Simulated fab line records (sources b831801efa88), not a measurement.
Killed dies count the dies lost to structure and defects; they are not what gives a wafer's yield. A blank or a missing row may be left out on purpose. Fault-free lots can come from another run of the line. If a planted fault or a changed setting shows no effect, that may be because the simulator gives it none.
Matching of chambers + flow sky130 + rie_diel-01 running SKY_METAL3_ETCH_17: 4 sister chambers
The step etches SiO2 in C4F8/O2/Ar, stops on TiN, time 3.9 s, target depth 15 nm. 8 wafers are shown with their chamber, then 9 later ones without.

## WAFERS PAIRED WITH THEIR CHAMBERS
| wafer  | chamber | oes_product_au (a.u.) |
|--------|---------|-----------------------|
| L077.6 | 2       | 0.753                 |
| L082.3 | 1       | 0.753                 |
| L090.2 | 2       | 0.747                 |
| L090.3 | 0       | 0.750                 |
| L090.5 | 3       | 0.761                 |
| L091.1 | 1       | 0.745                 |
| L091.2 | 0       | 0.736                 |
| L091.3 | 3       | 0.749                 |

## WAFERS WITHOUT THEIR CHAMBER
| wafer  | oes_product_au (a.u.) |
|--------|-----------------------|
| L091.4 | 0.744                 |
| L091.5 | 0.743                 |
| L091.6 | 0.748                 |
| L093.1 | 0.757                 |
| L093.2 | 0.747                 |
| L093.4 | 0.763                 |
| L097.1 | 0.751                 |
| L097.5 | 0.747                 |
| L097.6 | 0.749                 |

## WHICH CHAMBER EACH ONE RAN IN
| wafer  | from the rows above               | in truth |
|--------|-----------------------------------|----------|
| L091.4 | can't be placed: 0 or 1 or 2 or 3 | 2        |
| L091.5 | can't be placed: 0 or 1 or 2 or 3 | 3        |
| L091.6 | can't be placed: 1 or 2 or 0 or 3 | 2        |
| L093.1 | can't be placed: 3 or 2 or 1 or 0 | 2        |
| L093.2 | can't be placed: 1 or 2 or 0 or 3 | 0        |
| L093.4 | can't be placed: 3 or 2 or 1 or 0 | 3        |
| L097.1 | can't be placed: 2 or 1 or 3 or 0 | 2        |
| L097.5 | can't be placed: 1 or 2 or 0 or 3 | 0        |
| L097.6 | can't be placed: 1 or 2 or 0 or 3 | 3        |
Correctly placed: 0 of 9. These rows do not allow placing 9 (true chamber among the candidates in 9). 0 placed wrongly.
How it was worked out, from the rows above alone: a wafer's distance from a chamber is the root of the sum, over the readings, of the square of ((its reading less the chamber's mean) divided by the reading's scatter). The wafer belongs to the nearest chamber; if the next one is less than 2 further off, it can't be placed. A chamber's mean is the mean of its shown wafers. The scatter: the root of (the sum of the squares of (reading less its chamber's mean) over the shown wafers, divided by (wafers less chambers)).
